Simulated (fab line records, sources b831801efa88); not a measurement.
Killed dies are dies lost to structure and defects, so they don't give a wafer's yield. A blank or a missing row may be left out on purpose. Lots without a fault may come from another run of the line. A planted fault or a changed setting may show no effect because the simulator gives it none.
Problem report in the 8D (eight disciplines) form, filled by code | flow gf180mcu | the parts of the form that need people (team, actions taken, sign-off) are left out

1. THE PROBLEM
PASSIVATION_CVD_02_THK at GF_PASSIVATION_THK_MEAS_03 reads a mean of 327 nm on 1 wafer of 1 lot; wafers without a fault read 696 nm with a standard deviation of 9.4. That is -39 standard deviations from the usual mean.
First seen on wafer L163.6, day 31 16:09, on film_metro-01. The record holds 33 wafers of 11 lots with a number at this step. Rule for "out", or "out of limits": more than 4 standard deviations from the usual mean. The other wafers with a number count as sound.

2. WHAT IT IS AND WHAT IT IS NOT
question                    | is                     | is not
which readings at this step | PASSIVATION_CVD_02_THK | -
which lots                  | L163                   | L152, L153, L154, L155, L158, L169, L170, L171, L172, L174
which wafers of those lots  | L163.6                 | L163.2, L163.4
read on which gauges        | film_metro-01          | film_metro-02, film_metro-04
when                        | from day 31 16:09      | up to then (17 sound wafers); but 15 sound wafers of L169, L170, L171, L172, L174 came after

3. SUSPECTS, AND WHAT RULES EACH OUT
Counting: a tool at a process step up to the reading stays a suspect if it ran every lot that is out. Sound lots after the first of them don't rule it out here, since some wafers of a struck lot are sound.
- the gauge at GF_PASSIVATION_THK_MEAS_03: ruled out. All the wafers that are out were read on film_metro-01, but those of them that GF_PASSIVATION_ETCH_11 has rows for are out there too, on other tools.
- pecvd-03 at GF_V4_CVD_02 (deposits SiO2 from TEOS, target thk 850 nm, time 94.851 s): kept. It ran the lot that is out, L163 (day 27 12:26); its last sound lot up to then is L154 (day 24 11:34).
- plasma_asher-02 at GF_V4_STRIP_18 (strips in O2/N2): kept. It ran the lot that is out, L163 (day 28 08:25); its last sound lot up to then is L153 (day 24 17:26).
- rie_diel-04 at GF_V5_ETCH_16 (etches BARC in N2/H2): kept. It ran the lot that is out, L163 (day 30 19:28); its last sound lot up to then is L158 (day 29 16:49).
- pecvd-04 at GF_PASSIVATION_CVD_02 (deposits Si3N4, target thk 700 nm, time 486.18 s): kept. It ran the lot that is out, L163 (day 31 15:52); its last sound lot up to then is L158 (day 30 14:13).
- Within pecvd-03 at GF_V4_CVD_02: the wafers that are out ran in chamber 2; their sound lot-mates ran in chamber 1.
- Within rie_diel-04 at GF_V5_ETCH_16: the wafers that are out ran in chamber 1; their sound lot-mates ran in chamber 0.
- Within pecvd-04 at GF_PASSIVATION_CVD_02: the wafers that are out ran in chamber 2; their sound lot-mates ran in chambers 0, 1.
Left after counting: pecvd-03 at GF_V4_CVD_02, plasma_asher-02 at GF_V4_STRIP_18, rie_diel-04 at GF_V5_ETCH_16, pecvd-04 at GF_PASSIVATION_CVD_02.

4. THE CAUSE (what the simulator had put in)
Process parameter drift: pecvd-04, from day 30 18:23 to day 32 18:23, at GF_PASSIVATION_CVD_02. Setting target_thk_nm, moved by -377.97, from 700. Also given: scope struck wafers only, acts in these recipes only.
Counting left 4 suspects, and this tool is among them.

5. THE CHAIN OF EFFECTS, in route order
Each row: a reading whose mean over the struck wafers that have a number lies more than 3 standard deviations from the usual. Only readings for which the record gives a usual standard deviation are gone through. hours: the time from each lot's start at the first step in this table that gives one to its start at this step, as a median over the lots. sigmas: the change in usual standard deviations.
hours | step                       | reading                | usual      | on struck wafers | change | sigmas
0     | GF_PASSIVATION_THK_MEAS_03 | PASSIVATION_CVD_02_THK | 696 nm     | 327              | -369   | -39
16    | GF_PASSIVATION_ETCH_11     | oes_product_au         | 0.959 a.u. | 0.849            | -0.110 | -13
16    | GF_PASSIVATION_ETCH_11     | throttle_valve_pct     | 5.958 %    | 5.925            | -0.033 | -4.0
The process steps in it:
- GF_PASSIVATION_ETCH_11: etches the open film in CF4/O2, stops on TiN, target depth 1800 nm, time 400 s.

6. WHAT WOULD HAVE CAUGHT IT SOONER
In this record the first reading out of limits at a measuring or inspecting step was taken at day 31 16:09, 22 hours after the fault began at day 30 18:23.
Of the tool readings at GF_PASSIVATION_CVD_02 for which the record gives a usual standard deviation, none was out on any struck wafer, so an alarm limit of 4 standard deviations on them would not have fired.
All the lots that are out (1) had begun GF_PASSIVATION_CVD_02 on pecvd-04 by day 31 16:09. A hold on the tool at that time would have spared none of them.
